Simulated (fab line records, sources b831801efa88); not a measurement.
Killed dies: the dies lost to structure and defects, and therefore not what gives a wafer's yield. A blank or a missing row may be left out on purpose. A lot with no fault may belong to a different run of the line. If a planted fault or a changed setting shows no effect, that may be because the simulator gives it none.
The tool behind it: which one? :: flow gf180mcu :: 36 wafers from 12 lots sampled at 4 of the route's 602 steps

== WHAT THE GAUGES SHOWED, per wafer ==
GF_HV_LDD_TW_MEAS_38.
lot: L741
measured: day 11 15:34
on: film metro-03
HV_LDD_3_TW: 1397 1401 1400

lot: L742
measured: day 11 22:46
on: film metro-04
HV_LDD_3_TW: 1458 1459 1463

lot: L743
measured: day 12 01:53
on: film metro-04
HV_LDD_3_TW: 1455 1458 1447

lot: L744
measured: day 12 19:52
on: film metro-03
HV_LDD_3_TW: 1408 1408 1405

lot: L745
measured: day 13 02:44
on: film metro-03
HV_LDD_3_TW: 1414 1400 1405

lot: L747
measured: day 13 08:24
on: film metro-03
HV_LDD_3_TW: 1410 1406 1407

lot: L749
measured: day 14 06:44
on: film metro-04
HV_LDD_3_TW: 1444 1452 1447

lot: L752
measured: day 15 06:26
on: film metro-02
HV_LDD_3_TW: 1474 1467 1478

lot: L754
measured: day 15 15:50
on: film metro-03
HV_LDD_3_TW: 1415 1414 1420

lot: L753
measured: day 16 04:16
on: film metro-04
HV_LDD_3_TW: 1467 1463 1459

lot: L763
measured: day 18 13:15
on: film metro-03
HV_LDD_3_TW: 1425 1423 1424

lot: L764
measured: day 19 02:56
on: film metro-02
HV_LDD_3_TW: 1471 1477 1480

GF_HV_LDD_RS_MEAS_53: a four-point-probe measurement.
lot: L741
measured: day 12 11:10
on: film metro-03
HV_LDD_RS (ohm/sq): 418.4 418.1 416.6

lot: L742
measured: day 12 18:19
on: film metro-02
HV_LDD_RS (ohm/sq): 418.6 418.4 418.2

lot: L743
measured: day 12 21:47
on: film metro-03
HV_LDD_RS (ohm/sq): 420.0 420.0 420.6

lot: L744
measured: day 13 15:30
on: film metro-04
HV_LDD_RS (ohm/sq): 419.6 418.4 418.0

lot: L745
measured: day 13 23:01
on: film metro-03
HV_LDD_RS (ohm/sq): 419.6 419.6 419.6

lot: L747
measured: day 14 04:55
on: film metro-04
HV_LDD_RS (ohm/sq): 421.3 419.8 420.9

lot: L749
measured: day 15 03:52
on: film metro-02
HV_LDD_RS (ohm/sq): 416.4 417.8 417.9

lot: L752
measured: day 16 04:22
on: film metro-03
HV_LDD_RS (ohm/sq): 418.6 418.4 417.6

lot: L754
measured: day 16 13:58
on: film metro-04
HV_LDD_RS (ohm/sq): 417.5 417.9 417.3

lot: L753
measured: day 17 03:04
on: film metro-02
HV_LDD_RS (ohm/sq): 418.5 419.7 419.0

lot: L763
measured: day 19 14:14
on: film metro-02
HV_LDD_RS (ohm/sq): 418.0 417.7 418.5

lot: L764
measured: day 20 03:32
on: film metro-03
HV_LDD_RS (ohm/sq): 420.2 419.8 418.9

GF_CONTACT_RS_MEAS_25: a four-point-probe measurement.
lot: L741
measured: day 16 03:59
on: film metro-02
CONTACT_W_RS (ohm/sq): 0.386 0.380 0.381

lot: L742
measured: day 16 13:12
on: film metro-02
CONTACT_W_RS (ohm/sq): 0.386 0.381 0.379

lot: L743
measured: day 16 16:04
on: film metro-03
CONTACT_W_RS (ohm/sq): 0.384 0.384 0.383

lot: L744
measured: day 17 12:28
on: film metro-04
CONTACT_W_RS (ohm/sq): 0.382 0.383 0.380

lot: L745
measured: day 17 20:40
on: film metro-04
CONTACT_W_RS (ohm/sq): 0.381 0.387 0.378

lot: L747
measured: day 18 04:28
on: film metro-02
CONTACT_W_RS (ohm/sq): 0.389 0.388 0.385

lot: L749
measured: day 19 05:40
on: film metro-02
CONTACT_W_RS (ohm/sq): 0.391 0.392 0.383

lot: L752
measured: day 20 11:01
on: film metro-03
CONTACT_W_RS (ohm/sq): 0.382 0.386 0.384

lot: L754
measured: day 20 18:21
on: film metro-02
CONTACT_W_RS (ohm/sq): 0.384 0.383 0.384

lot: L753
measured: day 21 09:51
on: film metro-02
CONTACT_W_RS (ohm/sq): 0.382 0.381 0.389

lot: L763
measured: day 23 17:37
on: film metro-03
CONTACT_W_RS (ohm/sq): 0.378 0.373 0.381 0.379 0.373 0.380

lot: L764
measured: day 24 05:41
on: film metro-03
CONTACT_W_RS (ohm/sq): 0.383 0.392 0.392

== WHAT TOOL EACH LOT RAN ON (gives the tool, then ch and the chambers of the sampled wafers, and finally the start) ==
lot: L741
GF_CONTACT_SPUTTER_22: pvd sputter-02, day 16 03:45

lot: L742
GF_CONTACT_SPUTTER_22: pvd sputter-03, day 16 12:58

lot: L743
GF_CONTACT_SPUTTER_22: pvd sputter-02, day 16 15:51

lot: L744
GF_CONTACT_SPUTTER_22: pvd sputter-02, day 17 12:13

lot: L745
GF_CONTACT_SPUTTER_22: pvd sputter-02, day 17 20:28

lot: L747
GF_CONTACT_SPUTTER_22: pvd sputter-04, day 18 04:16

lot: L749
GF_CONTACT_SPUTTER_22: pvd sputter-04, day 19 05:28

lot: L752
GF_CONTACT_SPUTTER_22: pvd sputter-02, day 20 10:49

lot: L754
GF_CONTACT_SPUTTER_22: pvd sputter-02, day 20 18:09

lot: L753
GF_CONTACT_SPUTTER_22: pvd sputter-04, day 21 09:39

lot: L763
GF_CONTACT_SPUTTER_22: pvd sputter-04, day 23 17:23

lot: L764
GF_CONTACT_SPUTTER_22: pvd sputter-03, day 24 05:28
- GF_CONTACT_SPUTTER_22: material Ti, target thk 15 nm, time 80.02 s.

== WHAT THE TOOLS THEMSELVES READ (means of the sampled wafers that have a number; where no wafer has one, the mark that the record gives instead) ==
GF_CONTACT_SPUTTER_22.
lot: L741
tool: pvd sputter-02
chamber pressure pa (Pa): 5.004
throttle valve pct (%): 28.7

lot: L742
tool: pvd sputter-03
chamber pressure pa (Pa): 4.995
throttle valve pct (%): 30.1

lot: L743
tool: pvd sputter-02
chamber pressure pa (Pa): 4.994
throttle valve pct (%): 29.2

lot: L744
tool: pvd sputter-02
chamber pressure pa (Pa): 5.003
throttle valve pct (%): 29.2

lot: L745
tool: pvd sputter-02
chamber pressure pa (Pa): 5.002
throttle valve pct (%): 29.1

lot: L747
tool: pvd sputter-04
chamber pressure pa (Pa): 4.992
throttle valve pct (%): 29.6

lot: L749
tool: pvd sputter-04
chamber pressure pa (Pa): 4.995
throttle valve pct (%): 30.3

lot: L752
tool: pvd sputter-02
chamber pressure pa (Pa): 5.012
throttle valve pct (%): 29.3

lot: L754
tool: pvd sputter-02
chamber pressure pa (Pa): 5.010
throttle valve pct (%): 28.7

lot: L753
tool: pvd sputter-04
chamber pressure pa (Pa): 5.000
throttle valve pct (%): 30.4

lot: L763
tool: pvd sputter-04
chamber pressure pa (Pa): 4.999
throttle valve pct (%): 30.3

lot: L764
tool: pvd sputter-03
chamber pressure pa (Pa): 4.998
throttle valve pct (%): 30.2

== THE ANSWER, worked out from the rows above alone ==
Rule: the lots themselves supply what counts as usual. The widest of any qualifying gaps counts: lots, ordered by their means at a reading, are off when they make up no more than a third of the lots, leave a main group of 4 or more, and stand apart from it by 3 or more times the standard deviation of that group's means. A main group whose means are all the same, to the digits that the tables above print for the reading, isn't used. Also off: a lot with no number at a reading for which 4 or more lots have one. All remaining lots with rows at the step are treated as sound. Order of review: gauges by route order, followed by the tools' own readings, for which a lot's mean as printed above is used. At the first step where some lot is off, the reading lying furthest off is the one used; lots without a number count as furthest.
Across all readings shown, no lot is off: no conclusion can be drawn from this.

== WHAT HAD BEEN PUT IN BY THE SIMULATOR ==
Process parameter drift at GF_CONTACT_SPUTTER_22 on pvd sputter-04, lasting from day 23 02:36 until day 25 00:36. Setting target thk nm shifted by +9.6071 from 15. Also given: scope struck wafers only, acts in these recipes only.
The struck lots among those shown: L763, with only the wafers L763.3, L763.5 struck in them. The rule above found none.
